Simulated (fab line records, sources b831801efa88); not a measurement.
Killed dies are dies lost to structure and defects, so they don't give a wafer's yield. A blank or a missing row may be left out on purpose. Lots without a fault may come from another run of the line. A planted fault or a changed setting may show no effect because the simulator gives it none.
A struck lot beside a sound one | flow sky130 | 22 steps out of a route of 708
Sound: wafers L190.1, L190.2, L190.6. Struck: wafer L205.5. (L205.3 of the same lot was not struck and is left out.) The cause comes at the end.
At each step with rows: each side's tool, then ch and its chambers, then its first start. Under that, the readings that differ: sound wafers | struck wafers | difference of the means | sigmas: that difference in standard deviations of wafers without a fault.
alike: readings whose means differ by less than 2 such deviations, and words and numbers that are the same on both sides. not compared: withheld readings, readings that some wafer has no value for, bounds like >300 that may hide the same value, and numbers for which the record gives no deviation and whose values overlap.
The two part at a step that has a row with sigmas, a row that says differs or no value, or rows on one side only. Numbers that don't overlap but have no deviation are shown without sigmas and don't part them. A reading that every wafer of one side lacks parts them only if that side has two wafers or more.

first, 1 step without rows for these wafers: SKY_CAPM_DEVELOP_11 (develop time 60 s).
SKY_CAPM_OVL_MEAS_12:
  sound on overlay-01, day 38 03:23; struck on overlay-02, day 42 17:55
  reading       | sound       | struck | difference | sigmas
  CAPM_OVL (nm) | 3.0 3.2 1.5 | -1.8   | -4.4       | -3
SKY_CAPM_METAL_ETCH_13: etches TiN in Cl2/BCl3, stops on SiO2, target depth 220 nm, time 62.9 s.
  sound on rie_metal-03 ch 0,1, day 38 03:25; struck on rie_metal-03 ch 0, day 42 17:58
  alike: bias_w, chamber_pressure_mTorr, drypump_motor_current_A, oes_product_au, throttle_valve_pct
  not compared: rf_hours_counter_h
SKY_CAPM_STRIP_14: strips in O2/N2.
  sound on plasma_asher-04 ch 0,1, day 38 03:29; struck on plasma_asher-01 ch 1, day 42 18:02
  alike: chamber_pressure_mTorr, drypump_motor_current_A, oes_product_au, strip_time_to_endpoint_s
  not compared: rf_hours_counter_h
then, 8 steps without rows for these wafers: SKY_CAPM_STRIP_15 (strips in post etch residue remover, time 1200 s); SKY_CAPM_CLEAN_16 (cleans in IPA, time 180 s); SKY_CAPM_CLEAN_17 (cleans in O3/DIW); SKY_METAL3_DEHYDRATE_05 (time 60 s); SKY_METAL3_HMDS_06 (prime time 60 s); SKY_METAL3_COAT_07 (resist thk 60 nm); SKY_METAL3_COAT_08 (resist thk 1140 nm); SKY_METAL3_SOFTBAKE_09 (time 90 s).
SKY_METAL3_EXPOSE_10: exposes mask MM3, target cd 300 nm.
  sound on krf_scanner-02 ch 0, day 38 16:47; struck on krf_scanner-01 ch 0, day 43 06:37
  alike: mask
then, 2 steps without rows for these wafers: SKY_METAL3_PEB_11; SKY_METAL3_DEVELOP_12 (develop time 60 s).
SKY_METAL3_CD_MEAS_13: target cd 300 nm.
  sound on cd_sem-02, day 39 05:04; struck on cd_sem-02, day 43 16:43
  reading    | sound             | struck | difference | sigmas
  cd_nm (nm) | 300.2 298.1 298.9 | 234.8  | -64.3      | -54
SKY_METAL3_OVL_MEAS_14:
  sound on overlay-01, day 39 05:11; struck on overlay-01, day 43 16:49
  alike: METAL3_OVL
SKY_METAL3_DESCUM_15: chemistry O2, time 8 s.
  sound on rie_metal-02 ch 0,1, day 39 05:14; struck on rie_metal-01 ch 1, day 43 16:51
  reading                 | sound             | struck | difference | sigmas
  oes_product_au (a.u.)   | 1.042 1.032 1.030 | 1.004  | -0.031     | -2
  model.METAL3.cd_nm (nm) | 300.3 299.1 298.8 | 235.2  | -64.2      |
  alike: chamber_pressure_mTorr, drypump_motor_current_A
  not compared: rf_hours_counter_h
SKY_METAL3_ETCH_16: etches BARC in N2/H2, stops on SiO2, time 88.2 s, target depth 60 nm.
  sound on rie_metal-02 ch 0,1, day 39 05:16; struck on rie_metal-01 ch 1, day 43 16:54
  reading                        | sound                | struck | difference | sigmas
  chamber_pressure_mTorr (mTorr) | 29.979 29.990 29.992 | 30.046 | +0.059     | +2
  alike: bias_w, drypump_motor_current_A, oes_product_au, throttle_valve_pct
  not compared: rf_hours_counter_h
SKY_METAL3_ETCH_17: etches SiO2 in C4F8/O2/Ar, stops on TiN, time 3.9 s, target depth 15 nm.
  sound on rie_diel-04 ch 0,2,3, day 39 05:22; struck on rie_diel-04 ch 0, day 43 16:58
  alike: bias_w, chamber_pressure_mTorr, oes_product_au
SKY_METAL3_METAL_ETCH_18: etches the open film in Cl2/BCl3, stops on SiO2, target depth 845 nm, time 183.1 s.
  sound on rie_metal-01 ch 1, day 39 05:23; struck on rie_metal-04 ch 0, day 43 17:03
  reading                     | sound             | struck | difference | sigmas
  drypump_motor_current_A (A) | 5.0 4.9 5.0       | 5.9    | +0.9       | +2
  model.METAL3.cd_nm (nm)     | 295.8 297.8 292.1 | 239    | -56        |
  alike: bias_w, chamber_pressure_mTorr, oes_product_au, throttle_valve_pct
  not compared: rf_hours_counter_h
SKY_METAL3_STRIP_19: strips in O2/N2.
  sound on plasma_asher-03 ch 0,1, day 39 05:44; struck on plasma_asher-04 ch 1, day 43 17:12
  alike: chamber_pressure_mTorr, drypump_motor_current_A, oes_product_au, strip_time_to_endpoint_s
  not compared: rf_hours_counter_h

WHERE THEY PART
First at SKY_CAPM_OVL_MEAS_12; last, within this record, at SKY_METAL3_METAL_ETCH_18. Later steps at which nothing parts them and some readings are alike: SKY_METAL3_STRIP_19.

WHY: what the simulator had put in
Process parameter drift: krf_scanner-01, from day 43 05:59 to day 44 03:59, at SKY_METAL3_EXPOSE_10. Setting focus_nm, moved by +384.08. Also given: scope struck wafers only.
